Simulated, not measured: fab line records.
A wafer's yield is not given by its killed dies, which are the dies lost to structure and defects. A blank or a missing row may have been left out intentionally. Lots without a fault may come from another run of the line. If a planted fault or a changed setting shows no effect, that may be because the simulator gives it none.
Comparing a struck lot with a sound one | flow sfqLine | 21 out of 325 route steps
Sound: these wafers, L658.2, L658.5, L658.6. Struck: wafers L673.1, L673.3. (L673.5 of the same lot was not struck and is left out.) The cause comes at the end.
Order at every step that has rows: each side's tool, ch and its chambers, its first start. Under that, the readings that differ: sound wafers | struck wafers | difference of the means | sigmas: that difference in standard deviations of wafers without a fault.
alike: same words and numbers on both sides, and readings whose means sit less than 2 such deviations apart. not compared: any withheld reading, any reading some wafer has no value for, any bound like >300 that may hide the same value, and any number with overlapping values for which the record gives no deviation.
Wherever a step has rows on one side only, a row that says differs or no value, or a row with sigmas, the two part there. When numbers do not overlap yet have no deviation, they are printed without sigmas and do not part them. Lack of a reading on every wafer of one side parts them only where that side has two or more wafers.

first, 3 steps without rows for these wafers: SFQ_TRILAYER_M1_LITHO_EXPOSE_040 (exposes mask M1, target cd 500 nm); SFQ_TRILAYER_M1_LITHO_PEB_042 (peb time 60 s); SFQ_TRILAYER_M1_LITHO_DEVELOP_041 (time 60 s).
SFQ_M1_OVL_MEAS_911:
  sound on overlay-02 at day 16 12:00; struck on overlay-01 at day 28 15:56
  alike: M1_OVL
SFQ_TRILAYER_M1_BARC_OPEN_METAL_ETCH_054: etches BARC in O2, target depth 125 nm, time 41.7 s.
  sound on rieMetal-01 ch 0, day 16 12:03; struck on rieMetal-01 ch 0,1, day 28 15:58
reading             | sound             | struck      | difference | sigmas
oesProductAu (a.u.) | 0.690 0.682 0.687 | 0.673 0.678 | -0.011     | -2
  alike: drypumpMotorCurrentA
  not compared: rfHoursCounterH
SFQ_TRILAYER_M1_ETCH_METAL_ETCH_042: etches Nb in Cl2/Ar, stops on SiO2, target depth 240 nm, time 120 s.
  sound on rieMetal-01 ch 0, day 16 12:11; struck on rieMetal-01 ch 0,1, day 28 16:02
  alike: drypumpMotorCurrentA, oesProductAu
  not compared: rfHoursCounterH
then, 2 steps without rows for these wafers: SFQ_TRILAYER_M1_STRIP_STRIP_043 (strips in O2); SFQ_TRILAYER_M1_STRIP_SOLV_CLEAN_044 (cleans in NMP, time 600 s).
SFQ_TRILAYER_I1_DEP_PECVD_045: deposits SiO2 from SiH4/N2O, time 111.11 s, target thk 500 nm.
  sound on pecvd-01 ch 0,1, day 16 13:46; struck on pecvd-03 ch 0,1, day 28 16:56
  alike: chamberPressureTorr, heaterPowerW, throttleValvePct
then, 1 step without rows for these wafers: SFQ_TRILAYER_I1_CMP_CMP_046 (polishes SiO2).
SFQ_I1_BOW_MEAS_912:
  sound on filmMetro-04 at day 16 16:52; struck on filmMetro-04 at day 28 20:03
  alike: I1_BOW
SFQ_TRILAYER_I1_METRO_MEASURE_047:
  sound on filmMetro-04 at day 16 17:10; struck on filmMetro-04 at day 28 20:10
  alike: thkNm
SFQ_TRILAYER_I1_VIA_LITHO_COAT_054: resist thk 62 nm.
  sound on lithoTrack-03 ch 0, day 16 18:13; struck on lithoTrack-03 ch 0, day 28 21:22
reading                                                 | sound             | struck      | difference | sigmas
model.BARC_of_TRILAYER_I1_VIA_LITHO_COAT_054.thkNm (nm) | 61.93 61.95 61.98 | 63.62 63.61 | +1.66      | 
then, 5 steps without rows for these wafers: SFQ_TRILAYER_I1_VIA_LITHO_COAT_049 (resist thk 650 nm); SFQ_TRILAYER_I1_VIA_LITHO_SOFTBAKE_053; SFQ_TRILAYER_I1_VIA_LITHO_EXPOSE_050 (exposes mask I1, target cd 500 nm); SFQ_TRILAYER_I1_VIA_LITHO_PEB_052 (peb time 60 s); SFQ_TRILAYER_I1_VIA_LITHO_DEVELOP_051 (time 60 s).
-- the record jumps here: 7 days lie between the struck wafers' starts before and after --
SFQ_I1_OVL_MEAS_913:
  sound on overlay-02 at day 22 21:29; struck on overlay-02 at day 35 11:39
  alike: I1_OVL
SFQ_TRILAYER_I1_VIA_BARC_OPEN_VIA_ETCH_071: etches BARC in O2, target depth 125 nm, time 41.7 s.
  sound on rieDiel-04 ch 1,2,3, day 22 21:31; struck on rieDiel-03 ch 1,2, day 35 11:41
reading                 | sound             | struck      | difference | sigmas
model.etch.depthNm (nm) | 61.93 61.95 61.98 | 63.62 63.61 | +1.66      | 
  alike: drypumpMotorCurrentA, oesProductAu
  not compared: rfHoursCounterH
SFQ_TRILAYER_I1_VIA_ETCH_VIA_ETCH_052: etches SiO2 in CHF3, stops on Nb, target depth 260 nm.
  sound on rieDiel-04 ch 1,2,3, day 22 21:33; struck on rieDiel-03 ch 1,2, day 35 11:44
  alike: drypumpMotorCurrentA, oesProductAu

WHERE THEY PART
Only at SFQ_TRILAYER_M1_BARC_OPEN_METAL_ETCH_054, within this record. Later steps at which nothing parts them and some readings are alike: SFQ_TRILAYER_M1_ETCH_METAL_ETCH_042, SFQ_TRILAYER_I1_DEP_PECVD_045, SFQ_I1_BOW_MEAS_912, SFQ_TRILAYER_I1_METRO_MEASURE_047, SFQ_I1_OVL_MEAS_913, SFQ_TRILAYER_I1_VIA_BARC_OPEN_VIA_ETCH_071, SFQ_TRILAYER_I1_VIA_ETCH_VIA_ETCH_052.

WHY: the cause the simulator had injected
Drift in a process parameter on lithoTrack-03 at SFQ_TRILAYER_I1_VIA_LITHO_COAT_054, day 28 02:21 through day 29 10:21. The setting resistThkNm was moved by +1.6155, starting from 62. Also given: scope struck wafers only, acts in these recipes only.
